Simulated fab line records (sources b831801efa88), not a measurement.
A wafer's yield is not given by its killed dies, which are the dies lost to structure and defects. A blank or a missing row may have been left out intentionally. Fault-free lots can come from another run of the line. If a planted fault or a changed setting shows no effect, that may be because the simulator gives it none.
2 desks looking at one fault / flow sky130 / what lay behind the numbers comes last; until then each desk has only its own

== FOR THE TOOL OWNER'S DESK: rie_metal-02 ==
The tool's own readings at SKY_METAL1_ETCH_18 (etches BARC in N2/H2, stops on SiO2, time 45.9 s, target depth 60 nm): means of the sampled wafers that have a number, for each lot that ran on this tool. The brackets show how far a lot's mean lies from the usual mean; more than 4 standard deviations puts the lot out of limits, marked OUT.
Columns: A = bias_w at SKY_METAL1_ETCH_18, usual 100.0 W; B = drypump_motor_current_A at SKY_METAL1_ETCH_18, usual 5.94 A; C = he_backside_leak_sccm at SKY_METAL1_ETCH_18, usual 3.3 sccm; D = oes_product_au at SKY_METAL1_ETCH_18, usual 0.855 a.u.; E = throttle_valve_pct at SKY_METAL1_ETCH_18, usual 13.225 %
lot=L609; first seen here=day 32 13:23; A=100.2; B=6.09; C=3.1; D=0.855; E=13.224
lot=L619; first seen here=day 36 02:37; A=100.2; B=5.96; C=3.3; D=0.851; E=13.234
lot=L624; first seen here=day 37 22:32; A=100.1; B=6.05; C=3.2; D=0.847; E=13.224
lot=L626; first seen here=day 38 14:53; A=100.0; B=5.98; C=3.3; D=0.849; E=13.220
This desk's verdict: no lot among the 4 shows anything out of limits.

== FROM THE METROLOGY DESK ==
What the gauges read, lot by lot, whatever tool the lot ran on: means of the sampled wafers that have a number. The brackets show how far a lot's mean lies from the usual mean; more than 4 standard deviations puts the lot out of limits, marked OUT.
Columns: A = METAL1_ALCU_THK at SKY_METAL1_THK_MEAS_06, usual 249 nm; B = cd_nm at SKY_METAL1_CD_MEAS_15, usual 140.0 nm; C = METAL1_OVL at SKY_METAL1_OVL_MEAS_16, usual 1 nm
lot=L609; first seen here=day 31 10:16; A=249; B=139.7; C=-2
lot=L619; first seen here=day 34 23:49; A=249; B=139.3; C=-3
lot=L624; first seen here=day 36 20:28; A=254; B=142.6; C=2
lot=L626; first seen here=day 37 13:38; A=249; B=142.8; C=-9
lot=L627; first seen here=day 37 14:34; A=248; B=142.4; C=5
lot=L632; first seen here=day 39 09:10; A=251; B=139.1; C=2
This desk's verdict: no lot among the 6 shows anything out of limits.

== BROUGHT TOGETHER ==
The desk of the tool owner found nothing out of limits.
At the metrology desk, nothing out of limits was observed.

== WHAT THE SIMULATOR PUT IN ==
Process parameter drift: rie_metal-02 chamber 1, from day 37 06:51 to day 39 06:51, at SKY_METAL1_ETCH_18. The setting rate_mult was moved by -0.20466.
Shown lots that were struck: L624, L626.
